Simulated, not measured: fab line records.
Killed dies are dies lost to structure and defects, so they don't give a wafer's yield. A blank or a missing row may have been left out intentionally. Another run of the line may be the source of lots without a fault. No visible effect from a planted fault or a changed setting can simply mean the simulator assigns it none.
Chamber matching ; flow gf180mcu ; GF_CONTACT_CMP_27 on cmp-01 has 4 sister chambers
The step polishes, stops on SiO2, t overpolish 15 s, target thk 0 nm. 8 wafers are shown with their chamber, then 12 later ones without.

## WAFERS PAIRED WITH THEIR CHAMBERS
wafer;chamber;motor current A (A);time to endpoint s (s)
L088.4;3;10.7;64
L089.3;1;10.4;70
L089.5;3;10.6;68
L090.3;1;11.1;68
L090.6;2;11.7;68
L092.3;0;10.2;68
L092.4;2;12.1;67
L092.6;0;10.1;67

## WAFERS WITHOUT THEIR CHAMBER
wafer;motor current A (A);time to endpoint s (s)
L092.1;10.8;67
L092.2;11.7;67
L092.5;11.2;69
L093.2;10.4;70
L093.4;11.0;72
L093.5;10.1;70
L093.1;10.4;69
L093.3;11.9;69
L093.6;10.8;74
L094.1;11.2;71
L094.3;10.9;67
L094.5;10.1;68

## WHICH CHAMBER EACH WENT THROUGH
wafer;from the rows above;in truth
L092.1;can't be placed: 3 or 1 or 0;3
L092.2;2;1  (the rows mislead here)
L092.5;can't be placed: 1 or 2 or 3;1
L093.2;can't be placed: 1 or 0 or 3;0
L093.4;can't be placed: 1 or 3 or 0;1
L093.5;can't be placed: 0 or 1 or 3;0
L093.1;can't be placed: 1 or 0 or 3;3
L093.3;2;2
L093.6;can't be placed: 1 or 0 or 3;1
L094.1;can't be placed: 1 or 2 or 3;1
L094.3;can't be placed: 3 or 1 or 0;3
L094.5;can't be placed: 0 or 3 or 1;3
Placed correctly: 1 of 12. These rows do not allow placing 10 (true chamber among the candidates in 10). Number placed wrongly: 1.
How it was worked out, from the rows above alone: a wafer's distance from a chamber is the root of the sum, over the readings, of the square of ((its reading less the chamber's mean) divided by the reading's scatter). The wafer belongs to the nearest chamber; if the next one is less than 2 further off, it can't be placed. The mean given for a chamber averages the wafers shown for that chamber. How the scatter is found: for the shown wafers, subtract from each reading the mean of its chamber, square and add these, divide the total by (wafers less chambers), then take the root.
